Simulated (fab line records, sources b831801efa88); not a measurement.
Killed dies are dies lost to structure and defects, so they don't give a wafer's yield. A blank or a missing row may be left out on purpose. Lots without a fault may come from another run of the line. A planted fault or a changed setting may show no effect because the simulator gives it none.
One fault seen from 2 desks | flow gf180mcu | each desk has only its own numbers; what lay behind them comes last

THE TOOL OWNER'S DESK: lpcvd-02
The tool's own readings at GF_POLY_GATE_CVD_00 (deposits poly-Si, target thk 200 nm, time 1200 s): means of the sampled wafers that have a number, for each lot that ran on this tool. A lot is out of limits, marked OUT, if its mean lies more than 4 standard deviations from the usual mean; the brackets give that distance.
Columns: A = pressure_mtorr at GF_POLY_GATE_CVD_00, usual 200.1 mTorr; B = spike_tc_top_C at GF_POLY_GATE_CVD_00, usual 637.1 C; C = susceptor_temp_C at GF_POLY_GATE_CVD_00, usual 619.95 C; D = zone_power_centre_pct at GF_POLY_GATE_CVD_00, usual 8.7 %; E = zone_power_lower_pct at GF_POLY_GATE_CVD_00, usual 9.87 %; F = zone_power_top_pct at GF_POLY_GATE_CVD_00, usual 18.6 %
lot  | first seen here | A                       | B     | C      | D   | E     | F
L699 | day 8 23:28     | 199.9                   | 637.1 | 620.16 | 8.6 | 9.95  | 17.5
L703 | day 10 02:23    | 200.1                   | 631.1 | 619.99 | 9.7 | 10.26 | 19.2
L709 | day 12 14:29    | 200.0                   | 631.1 | 619.97 | 9.6 | 10.27 | 19.2
L711 | day 12 20:30    | 160.0 (-99 or more) OUT | 637.3 | 620.04 | 8.5 | 10.04 | 17.9
L713 | day 13 10:45    | 159.7 (-99 or more) OUT | 637.3 | 619.89 | 8.5 | 9.95  | 17.6
This desk's finding: out of limits on L711, L713; first on L711, day 12 20:30 (pressure_mtorr at GF_POLY_GATE_CVD_00). In limits: L699, L703, L709.

THE METROLOGY DESK
What the gauges read, lot by lot, whatever tool the lot ran on: means of the sampled wafers that have a number. A lot is out of limits, marked OUT, if its mean lies more than 4 standard deviations from the usual mean; the brackets give that distance.
Columns: A = POLY_GATE_CVD_00_THK at GF_POLY_GATE_THK_MEAS_01, usual 199.5 nm; B = M2_ALCU_THK at GF_M2_THK_MEAS_06, usual 453 nm
lot  | first seen here | A               | B
L699 | day 9 00:47     | 201.4           | 452
L701 | day 9 17:28     | 201.0           | 459
L703 | day 10 03:44    | 198.1           | 447
L704 | day 10 10:29    | 200.9           | 442
L705 | day 10 19:05    | 196.4           | 455
L709 | day 12 15:50    | 200.0           | 448
L711 | day 12 21:51    | 179.7 (-12) OUT | 451
L713 | day 13 12:05    | 179.3 (-12) OUT | 458
L715 | day 14 01:39    | 195.8           | 455
L714 | day 14 01:40    | 198.1           | 459
L720 | day 15 09:22    | 198.4           | 460
This desk's finding: out of limits on L711, L713; first on L711, day 12 21:51 (POLY_GATE_CVD_00_THK at GF_POLY_GATE_THK_MEAS_01). In limits: L699, L701, L703, L704, L705, L709, L715, L714, L720.

PUT TOGETHER
The tool owner's desk could have raised an alarm at day 12 20:30, on L711, L713.
The metrology desk could have raised an alarm at day 12 21:51, on L711, L713.
Of the lots named, all ran GF_POLY_GATE_CVD_00 on lpcvd-02.

WHAT THE SIMULATOR HAD PUT IN
Process parameter drift: lpcvd-02, from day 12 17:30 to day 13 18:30, at GF_POLY_GATE_CVD_00. Setting pressure_mtorr, moved by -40, from 200. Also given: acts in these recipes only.
Lots struck among those shown: L711, L713.
Hours from the fault's start to each desk's first reading out of limits: the tool owner's desk, 3; the metrology desk, 4.
